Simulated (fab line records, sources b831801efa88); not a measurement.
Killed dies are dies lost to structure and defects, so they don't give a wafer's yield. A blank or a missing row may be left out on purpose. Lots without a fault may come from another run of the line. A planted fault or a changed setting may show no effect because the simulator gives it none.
Which tool did it? | flow sky130 | 24 lots, 72 wafers sampled, at 5 steps of a route of 708

WHAT THE GAUGES READ, wafer by wafer
SKY_CONTACT_CD_MEAS_14: target cd 170 nm. Usual: cd_nm 171.1 nm, standard deviation 1.3.
lot  | measured     | on        | cd_nm (nm)        | flag
L074 | day 31 10:46 | cd_sem-02 | 170.4 170.9 170.5 |
L075 | day 31 20:46 | cd_sem-01 | 171.9 172.1 173.2 |
L076 | day 32 01:20 | cd_sem-02 | 171.1 172.5 172.5 |
L077 | day 32 11:02 | cd_sem-02 | 167.9 170.6 170.1 |
L078 | day 32 19:13 | cd_sem-02 | 171.1 170.9 171.5 |
L079 | day 32 21:02 | cd_sem-02 | 172.0 173.5 173.4 |
L080 | day 33 10:10 | cd_sem-02 | 172.1 171.6 172.5 |
L081 | day 33 23:37 | cd_sem-01 | 170.3 171.2 169.9 |
L082 | day 34 02:52 | cd_sem-01 | 169.3 170.7 170.7 |
L083 | day 34 19:57 | cd_sem-02 | 173.2 173.8 172.6 |
L084 | day 35 04:59 | cd_sem-01 | 170.5 170.9 170.8 |
L086 | day 35 09:41 | cd_sem-02 | 171.2 171.5 171.6 |
L085 | day 35 10:58 | cd_sem-02 | 172.0 172.1 170.8 |
L087 | day 35 19:07 | cd_sem-02 | 170.3 170.2 169.3 |
L088 | day 35 22:56 | cd_sem-01 | 172.3 171.4 172.7 |
L089 | day 36 15:59 | cd_sem-02 | 173.1 171.9 171.7 |
L090 | day 36 21:38 | cd_sem-02 | 169.1 170.1 169.5 |
L091 | day 37 06:28 | cd_sem-01 | 171.2 171.2 171.7 |
L092 | day 37 08:26 | cd_sem-02 | 168.9 168.9 168.0 |
L093 | day 37 13:34 | cd_sem-02 | 171.0 171.6 170.0 |
L094 | day 37 18:31 | cd_sem-02 | 170.6 172.6 171.4 |
L095 | day 38 04:29 | cd_sem-01 | 169.8 169.3 170.6 |
L096 | day 38 10:50 | cd_sem-02 | 172.7 172.8 172.4 |
L097 | day 38 14:08 | cd_sem-01 | 171.0 171.7 170.4 |

SKY_VIA2_BOW_MEAS_03. Usual: VIA2_BOW 85 um, standard deviation 6.9.
lot  | measured     | on            | VIA2_BOW (um) | flag
L074 | day 35 01:19 | film_metro-02 | 86 92 82      |
L075 | day 35 10:46 | film_metro-01 | 83 72 85      |
L076 | day 35 13:42 | film_metro-04 | 88 96 91      |
L077 | day 36 01:19 | film_metro-02 | 83 89 86      |
L078 | day 36 08:36 | film_metro-01 | 86 84 89      |
L079 | day 36 10:35 | film_metro-04 | 94 92 76      |
L080 | day 36 21:35 | film_metro-02 | 89 82 81      |
L081 | day 37 11:59 | film_metro-01 | 91 79 89      |
L082 | day 37 16:31 | film_metro-04 | 82 83 93      |
L083 | day 38 08:19 | film_metro-02 | 90 84 76      |
L084 | day 38 16:40 | film_metro-01 | 94 98 89      |
L086 | day 38 21:50 | film_metro-01 | 77 85 89      |
L085 | day 38 22:53 | film_metro-02 | 89 87 89      |
L087 | day 39 05:31 | film_metro-01 | 87 88 90      |
L088 | day 39 10:32 | film_metro-04 | 96 84 83      |
L089 | day 40 04:10 | film_metro-04 | 88 86 74      |
L090 | day 40 07:10 | film_metro-02 | 72 92 77      |
L091 | day 40 13:45 | film_metro-01 | 85 87 78      |
L092 | day 40 18:01 | film_metro-01 | 87 73 80      |
L093 | day 41 03:02 | film_metro-01 | 84 88 90      |
L094 | day 41 04:40 | film_metro-02 | 69 84 89      |
L095 | day 41 12:01 | film_metro-02 | 85 92 76      |
L096 | day 41 16:49 | film_metro-02 | 83 84 71      |
L097 | day 42 02:59 | film_metro-04 | 94 95 77      |

WHICH TOOL RAN EACH LOT (tool, then ch and the chambers of the sampled wafers, then the start)
lot  | SKY_SD_P_STRIP_10                    | SKY_LOCAL_INTERCONNECT_METAL_ETCH_14 | SKY_METAL2_SPUTTER_01
L074 | plasma_asher-03 ch 0,1, day 25 08:06 | rie_metal-04 ch 0,1, day 30 06:19    | pvd_sputter-04, day 33 21:56
L075 | plasma_asher-04 ch 0,1, day 25 19:36 | rie_metal-03 ch 1, day 30 17:31      | pvd_sputter-03, day 34 07:27
L076 | plasma_asher-03 ch 0, day 25 23:57   | rie_metal-04 ch 0, day 30 21:25      | pvd_sputter-01, day 34 10:02
L077 | plasma_asher-04 ch 0,1, day 26 10:12 | rie_metal-02 ch 0,1, day 31 06:53    | pvd_sputter-04, day 34 21:47
L078 | plasma_asher-03 ch 1, day 26 18:44   | rie_metal-03 ch 0,1, day 31 14:52    | pvd_sputter-03, day 35 04:58
L079 | plasma_asher-03 ch 0,1, day 26 22:13 | rie_metal-03 ch 0,1, day 31 16:41    | pvd_sputter-04, day 35 07:10
L080 | plasma_asher-02 ch 0,1, day 27 13:15 | rie_metal-03 ch 0,1, day 32 06:01    | pvd_sputter-03, day 35 18:14
L081 | plasma_asher-03 ch 0,1, day 28 01:54 | rie_metal-03 ch 0,1, day 32 19:05    | pvd_sputter-03, day 36 08:40
L082 | plasma_asher-03 ch 0,1, day 28 05:11 | rie_metal-04 ch 0,1, day 32 22:55    | pvd_sputter-04, day 36 13:04
L083 | plasma_asher-03 ch 0,1, day 29 00:10 | rie_metal-04 ch 0,1, day 33 16:07    | pvd_sputter-03, day 37 04:44
L084 | plasma_asher-04 ch 1, day 29 08:45   | rie_metal-02 ch 0,1, day 34 00:28    | pvd_sputter-01, day 37 13:26
L086 | plasma_asher-02 ch 0,1, day 29 16:02 | rie_metal-04 ch 0,1, day 34 06:20    | pvd_sputter-04, day 37 18:26
L085 | plasma_asher-02 ch 0, day 29 16:51   | rie_metal-02 ch 1, day 34 07:17      | pvd_sputter-01, day 37 19:53
L087 | plasma_asher-02 ch 0,1, day 30 01:06 | rie_metal-04 ch 0,1, day 34 15:55    | pvd_sputter-03, day 38 02:59
L088 | plasma_asher-02 ch 0,1, day 30 05:01 | rie_metal-03 ch 0,1, day 34 19:52    | pvd_sputter-01, day 38 07:30
L089 | plasma_asher-03 ch 1, day 30 23:33   | rie_metal-04 ch 0,1, day 35 12:08    | pvd_sputter-04, day 38 23:17
L090 | plasma_asher-03 ch 0,1, day 31 05:51 | rie_metal-03 ch 0,1, day 35 18:59    | pvd_sputter-01, day 39 05:20
L091 | plasma_asher-02 ch 0,1, day 31 14:28 | rie_metal-04 ch 0,1, day 36 03:19    | pvd_sputter-03, day 39 13:14
L092 | plasma_asher-02 ch 0,1, day 31 15:36 | rie_metal-04 ch 0,1, day 36 05:16    | pvd_sputter-03, day 39 16:38
L093 | plasma_asher-03 ch 0,1, day 31 20:08 | rie_metal-04 ch 0,1, day 36 10:28    | pvd_sputter-01, day 40 01:29
L094 | plasma_asher-04 ch 0, day 32 03:44   | rie_metal-03 ch 0,1, day 36 15:20    | pvd_sputter-04, day 40 03:35
L095 | plasma_asher-03 ch 1, day 32 11:53   | rie_metal-03 ch 0, day 37 01:25      | pvd_sputter-04, day 40 09:52
L096 | plasma_asher-02 ch 0,1, day 32 19:42 | rie_metal-02 ch 1, day 37 08:05      | pvd_sputter-03, day 40 15:28
L097 | plasma_asher-02 ch 0,1, day 32 23:17 | rie_metal-02 ch 0,1, day 37 11:58    | pvd_sputter-03, day 41 01:08
- SKY_SD_P_STRIP_10: strips in O2/N2.
- SKY_LOCAL_INTERCONNECT_METAL_ETCH_14: etches TiN in Cl2/BCl3, stops on PSG, target depth 110 nm, time 31.4 s.
- SKY_METAL2_SPUTTER_01: material TiN, target thk 20 nm, time 16.7 s.

WHAT THE TOOLS THEMSELVES READ (means of the sampled wafers that have a number; where no wafer has one, the mark that the record gives instead)
SKY_SD_P_STRIP_10. Usual: chamber_pressure_mTorr 1500.1 mTorr, standard deviation 1.3; drypump_motor_current_A 5.5 A, standard deviation 0.5; oes_product_au 0.618 a.u., standard deviation 0.0046; strip_time_to_endpoint_s 17.52 s, standard deviation 0.045.
lot  | tool            | chamber_pressure_mTorr (mTorr) | drypump_motor_current_A (A) | oes_product_au (a.u.) | strip_time_to_endpoint_s (s) | flag
L074 | plasma_asher-03 | 1499.3                         | 5.8                         | 0.620                 | 17.59                        |
L075 | plasma_asher-04 | 1500.0                         | 5.6                         | 0.623                 | 17.47                        |
L076 | plasma_asher-03 | 1500.3                         | 5.5                         | 0.611                 | 17.54                        |
L077 | plasma_asher-04 | 1501.7                         | 5.5                         | 0.612                 | 17.49                        |
L078 | plasma_asher-03 | 1500.3                         | 6.4                         | 0.618                 | 17.47                        |
L079 | plasma_asher-03 | 1500.5                         | 5.8                         | 0.618                 | 17.55                        |
L080 | plasma_asher-02 | 1499.8                         | 5.0                         | 0.623                 | 17.53                        |
L081 | plasma_asher-03 | 1499.2                         | 6.1                         | 0.620                 | 17.54                        |
L082 | plasma_asher-03 | 1500.1                         | 5.8                         | 0.620                 | 17.41                        |
L083 | plasma_asher-03 | 1501.1                         | 6.1                         | 0.617                 | 17.47                        |
L084 | plasma_asher-04 | 1500.2                         | 5.5                         | 0.617                 | 17.55                        |
L086 | plasma_asher-02 | 1499.5                         | 5.0                         | 0.620                 | 17.53                        |
L085 | plasma_asher-02 | 1499.9                         | 5.1                         | 0.613                 | 17.55                        |
L087 | plasma_asher-02 | 1500.1                         | 5.1                         | 0.613                 | 17.52                        |
L088 | plasma_asher-02 | 1498.5                         | 5.1                         | 0.617                 | 17.56                        |
L089 | plasma_asher-03 | 1498.6                         | 6.4                         | 0.617                 | 17.54                        |
L090 | plasma_asher-03 | 1500.3                         | 5.8                         | 0.619                 | 17.56                        |
L091 | plasma_asher-02 | 1500.9                         | 5.1                         | 0.615                 | 17.50                        |
L092 | plasma_asher-02 | 1502.0                         | 5.0                         | 0.618                 | 17.55                        |
L093 | plasma_asher-03 | 1500.0                         | 6.1                         | 0.617                 | 17.49                        |
L094 | plasma_asher-04 | 1500.9                         | 5.6                         | 0.617                 | 17.53                        |
L095 | plasma_asher-03 | 1500.9                         | 6.3                         | 0.617                 | 17.45                        |
L096 | plasma_asher-02 | 1499.8                         | 5.1                         | 0.615                 | 17.51                        |
L097 | plasma_asher-02 | 1499.4                         | 5.0                         | 0.619                 | 17.59                        |

SKY_LOCAL_INTERCONNECT_METAL_ETCH_14. Usual: bcl3_flow_sccm 30.00 sccm, standard deviation 0.094; chamber_pressure_mTorr 10.000 mTorr, standard deviation 0.0084; drypump_motor_current_A 5.7 A, standard deviation 0.37; oes_product_au 0.940 a.u., standard deviation 0.0094; rf_fwd_power_W 889.2 W, standard deviation 2.7; throttle_valve_pct 21.900 %, standard deviation 0.011.
lot  | tool         | bcl3_flow_sccm (sccm) | chamber_pressure_mTorr (mTorr) | drypump_motor_current_A (A) | oes_product_au (a.u.) | rf_fwd_power_W (W) | throttle_valve_pct (%) | flag
L074 | rie_metal-04 | 29.98                 | 9.994                          | 5.5                         | 0.930                 | 886.2              | 21.897                 |
L075 | rie_metal-03 | 30.19                 | 10.000                         | 6.2                         | 0.939                 | 889.9              | 21.901                 |
L076 | rie_metal-04 | 30.02                 | 9.997                          | 5.7                         | 0.949                 | 886.9              | 21.892                 |
L077 | rie_metal-02 | 30.00                 | 10.006                         | 5.5                         | 0.938                 | 889.8              | 21.901                 |
L078 | rie_metal-03 | 30.04                 | 10.003                         | 6.1                         | 0.938                 | 889.4              | 21.907                 |
L079 | rie_metal-03 | 30.03                 | 10.007                         | 6.1                         | 0.938                 | 891.9              | 21.908                 |
L080 | rie_metal-03 | 29.96                 | 9.998                          | 6.0                         | 0.935                 | 888.5              | 21.904                 |
L081 | rie_metal-03 | 30.02                 | 9.999                          | 5.9                         | 0.947                 | 888.9              | 21.899                 |
L082 | rie_metal-04 | 30.02                 | 9.991                          | 5.5                         | 0.940                 | 890.9              | 21.903                 |
L083 | rie_metal-04 | 29.91                 | 10.006                         | 5.6                         | 0.942                 | 888.0              | 21.903                 |
L084 | rie_metal-02 | 29.98                 | 10.001                         | 5.5                         | 0.940                 | 891.7              | 21.892                 |
L086 | rie_metal-04 | 29.99                 | 10.005                         | 5.5                         | 0.930                 | 888.0              | 21.906                 |
L085 | rie_metal-02 | 30.02                 | 9.998                          | 5.1                         | 0.946                 | 891.7              | 21.897                 |
L087 | rie_metal-04 | 29.97                 | 9.988                          | 5.5                         | 0.929                 | 890.2              | 21.912                 |
L088 | rie_metal-03 | 30.09                 | 9.992                          | 5.9                         | 0.938                 | 888.4              | 21.901                 |
L089 | rie_metal-04 | 29.82                 | 10.010                         | 5.5                         | 0.932                 | 889.1              | 21.905                 |
L090 | rie_metal-03 | 30.06                 | 10.009                         | 5.9                         | 0.936                 | 887.6              | 21.907                 |
L091 | rie_metal-04 | 30.01                 | 9.992                          | 5.6                         | 0.935                 | 889.4              | 21.902                 |
L092 | rie_metal-04 | 29.98                 | 10.004                         | 5.4                         | 0.940                 | 886.7              | 21.899                 |
L093 | rie_metal-04 | 29.96                 | 9.988                          | 5.5                         | 0.947                 | 892.2              | 21.892                 |
L094 | rie_metal-03 | 29.96                 | 10.003                         | 6.1                         | 0.947                 | 893.5              | 21.907                 |
L095 | rie_metal-03 | 30.08                 | 10.000                         | 5.7                         | 0.940                 | 888.5              | 21.905                 |
L096 | rie_metal-02 | 29.85                 | 9.998                          | 5.1                         | 0.921                 | 890.6              | 21.914                 |
L097 | rie_metal-02 | 29.95                 | 9.997                          | 5.5                         | 0.951                 | 888.3              | 21.890                 |

SKY_METAL2_SPUTTER_01. Usual: throttle_valve_pct 30.0 %, standard deviation 1.4.
lot  | tool           | throttle_valve_pct (%) | flag
L074 | pvd_sputter-04 | 30.4                   |
L075 | pvd_sputter-03 | 29.7                   |
L076 | pvd_sputter-01 | 29.7                   |
L077 | pvd_sputter-04 | 29.2                   |
L078 | pvd_sputter-03 | 28.0                   |
L079 | pvd_sputter-04 | 31.0                   |
L080 | pvd_sputter-03 | 30.0                   |
L081 | pvd_sputter-03 | 31.3                   |
L082 | pvd_sputter-04 | 31.4                   |
L083 | pvd_sputter-03 | 29.9                   |
L084 | pvd_sputter-01 | 30.3                   |
L086 | pvd_sputter-04 | 31.1                   |
L085 | pvd_sputter-01 | 29.2                   |
L087 | pvd_sputter-03 | 29.3                   |
L088 | pvd_sputter-01 | 30.4                   |
L089 | pvd_sputter-04 | 29.3                   |
L090 | pvd_sputter-01 | 30.2                   |
L091 | pvd_sputter-03 | 30.7                   |
L092 | pvd_sputter-03 | 31.1                   |
L093 | pvd_sputter-01 | 30.0                   |
L094 | pvd_sputter-04 | 30.4                   |
L095 | pvd_sputter-04 | 30.4                   |
L096 | pvd_sputter-03 | 28.6                   |
L097 | pvd_sputter-03 | 30.5                   |

THE ANSWER, worked out from the rows above alone
Rule: a lot is off if the mean of its wafers that have a number lies more than 3 standard deviations from the usual mean. A lot without any number at a reading at which 4 lots or more have one is off too. The other lots that the step has rows for count as sound. The gauges are gone through in route order, then the tools' own readings, and for those a lot's mean is taken as printed above. The first step at which some lot is off is used, and at that step the reading that is off furthest; a lot without a number counts as furthest.
No lot is off at any reading shown: from this, nothing can be told.

WHAT THE SIMULATOR HAD PUT IN
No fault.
